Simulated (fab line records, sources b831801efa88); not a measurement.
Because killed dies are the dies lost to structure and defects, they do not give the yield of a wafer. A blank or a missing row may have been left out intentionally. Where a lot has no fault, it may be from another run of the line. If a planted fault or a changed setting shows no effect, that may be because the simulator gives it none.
Which tool is to blame?    flow gf180mcu    11 lots, 33 wafers sampled, at 5 steps of a route of 602

== WHAT THE GAUGES READ, wafer by wafer ==
GF_V4_THK_MEAS_01. Usual: V4_CVD_00_THK typically reads 604 nm, with standard deviation 8.7.
lot   measured      on            V4_CVD_00_THK (nm)  flag
L759  day 23 10:58  filmMetro-04  615 617 601         
L760  day 24 00:24  filmMetro-03  597 617 594         
L761  day 24 03:47  filmMetro-01  596 608 607         
L764  day 25 03:43  filmMetro-03  600 605 589         
L766  day 26 02:38  filmMetro-04  602 606 608         
L767  day 26 07:46  filmMetro-01  604 605 607         
L771  day 27 21:08  filmMetro-03  618 608 597         
L773  day 28 01:02  filmMetro-01  599 612 605         
L774  day 28 08:44  filmMetro-01  618 620 607         
L781  day 30 12:44  filmMetro-04  613 596 611         
L782  day 30 15:43  filmMetro-01  589 612 609         

GF_V4_RS_MEAS_24: a four-point-probe measurement. Usual: V4_W_RS typically reads 0.324 ohm/sq, with standard deviation 0.0036.
lot   measured      on            V4_W_RS (ohm/sq)   flag
L759  day 24 10:31  filmMetro-01  0.321 0.321 0.325  
L760  day 24 23:28  filmMetro-04  0.327 0.323 0.325  
L761  day 25 03:07  filmMetro-01  0.327 0.326 0.327  
L764  day 26 02:23  filmMetro-03  0.324 0.327 0.323  
L766  day 27 01:15  filmMetro-04  0.327 0.329 0.329  
L767  day 27 06:22  filmMetro-03  0.321 0.328 0.325  
L771  day 28 17:53  filmMetro-03  0.266 0.268 0.273  OFF
L773  day 28 22:45  filmMetro-01  0.322 0.325 0.323  
L774  day 29 05:27  filmMetro-03  0.266 0.265 0.264  OFF
L781  day 31 07:32  filmMetro-03  0.330 0.327 0.324  
L782  day 31 10:42  filmMetro-03  0.325 0.329 0.326  

GF_V4_THK_MEAS_25: measures by xrf. Usual: V4_W_THK typically reads 353 nm, with standard deviation 6.1.
lot   measured      on            V4_W_THK (nm)  flag
L759  day 24 10:38  filmMetro-01  361 363 360    
L760  day 24 23:34  filmMetro-04  342 345 346    
L761  day 25 03:14  filmMetro-01  352 358 355    
L764  day 26 02:31  filmMetro-03  352 349 352    
L766  day 27 01:22  filmMetro-04  344 342 339    
L767  day 27 06:29  filmMetro-03  355 345 351    
L771  day 28 17:58  filmMetro-03  428 429 421    OFF
L773  day 28 22:52  filmMetro-01  358 356 357    
L774  day 29 05:34  filmMetro-03  430 433 432    OFF
L781  day 31 07:40  filmMetro-03  349 350 356    
L782  day 31 10:49  filmMetro-03  353 349 352    

== EACH LOT AND THE TOOL THAT RAN IT (in order: tool; ch and the chambers of the sampled wafers; start) ==
lot   GF_V4_CMP_04                   GF_V4_CVD_23
L759  cmp-02 ch 1,2,3, day 23 11:14  cvdW-01 ch 0, day 24 10:24
L760  cmp-02 ch 0,1,2, day 24 00:34  cvdW-01 ch 0,1, day 24 23:20
L761  cmp-01 ch 1,2, day 24 04:01    cvdW-01 ch 0,1, day 25 02:59
L764  cmp-01 ch 1,3, day 25 03:57    cvdW-02 ch 0,1, day 26 02:16
L766  cmp-01 ch 2,3, day 26 02:50    cvdW-02 ch 0,1, day 27 01:08
L767  cmp-02 ch 1,2,3, day 26 07:58  cvdW-01 ch 0,1, day 27 06:15
L771  cmp-01 ch 0,1, day 27 21:18    cvdW-01 ch 0,1, day 28 17:45
L773  cmp-01 ch 1,2,3, day 28 01:13  cvdW-02 ch 0,1, day 28 22:38
L774  cmp-01 ch 2,3, day 28 08:58    cvdW-01 ch 0,1, day 29 05:20
L781  cmp-01 ch 2,3, day 30 12:55    cvdW-02 ch 0,1, day 31 07:26
L782  cmp-02 ch 0,1,2, day 30 15:54  cvdW-02 ch 0,1, day 31 10:35
- GF_V4_CMP_04: polishes SiO2.
- GF_V4_CVD_23: deposits W, target thk 350 nm, time 104.9 s.

== WHAT THE TOOLS THEMSELVES READ (means of the sampled wafers that have a number; where no wafer has one, the mark that the record gives instead) ==
GF_V4_CMP_04. Usual: motorCurrentA 12.3 A, standard deviation 1.7; timeToEndpointS 83 s, standard deviation 6.5.
lot   tool    motorCurrentA (A)  timeToEndpointS (s)  flag
L759  cmp-02  13.8               80                   
L760  cmp-02  14.0               83                   
L761  cmp-01  11.1               86                   
L764  cmp-01  10.9               75                   
L766  cmp-01  11.0               93                   
L767  cmp-02  13.5               79                   
L771  cmp-01  11.8               81                   
L773  cmp-01  10.7               79                   
L774  cmp-01  10.3               93                   
L781  cmp-01  10.3               85                   
L782  cmp-02  13.7               88                   

GF_V4_CVD_23. Usual: chamberPressureTorr 39.99 Torr, standard deviation 0.082; heaterPowerW 900 W, standard deviation 78.
lot   tool     chamberPressureTorr (Torr)  heaterPowerW (W)  flag
L759  cvdW-01  39.91                       988               
L760  cvdW-01  40.01                       893               
L761  cvdW-01  39.97                       903               
L764  cvdW-02  40.08                       838               
L766  cvdW-02  39.93                       904               
L767  cvdW-01  40.04                       884               
L771  cvdW-01  57.46                       936               OFF
L773  cvdW-02  39.90                       835               
L774  cvdW-01  57.37                       943               OFF
L781  cvdW-02  39.95                       883               
L782  cvdW-02  39.96                       861               

== THE ANSWER, worked out from the rows above alone ==
Rule: a lot counts as off when the mean over its wafers that have a number is more than 3 standard deviations away from the usual mean. Also off: a lot with no number at a reading for which 4 or more lots have one. Any other lot the step has rows for is counted as sound. Order of review: gauges by route order, followed by the tools' own readings, for which a lot's mean as printed above is used. The first step at which some lot is off is used, and at that step the reading that is off furthest; a lot without a number counts as furthest.
Off: L771, L774, at GF_V4_RS_MEAS_24 (V4_W_RS).
If a tool, at a process step before that reading, ran all the lots that are off and no sound lot after the first of them, it fits. The gauges at GF_V4_RS_MEAS_24 aren't tried: what is off there is off at GF_V4_CVD_23 too, on other tools, and a gauge's error can't cause that. One fits: GF_V4_CVD_23 on cvdW-01. Its last sound lot is L767 (day 27 06:15), its first lot that is off L771 (day 28 17:45): a fault that began between those two fits.
The tool's own readings at GF_V4_CVD_23 bear it out: on the lots that are off they differ by more than 5 times the standard deviation of the sound lots' means. chamberPressureTorr reads 57.41 Torr there against 39.97 Torr on the sound lots.

== WHAT THE SIMULATOR HAD PUT IN ==
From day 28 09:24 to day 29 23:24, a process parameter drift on cvdW-01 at GF_V4_CVD_23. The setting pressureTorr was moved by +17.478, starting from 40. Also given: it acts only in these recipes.
Lots struck among those shown: L771, L774. This agrees with what the rule above found.
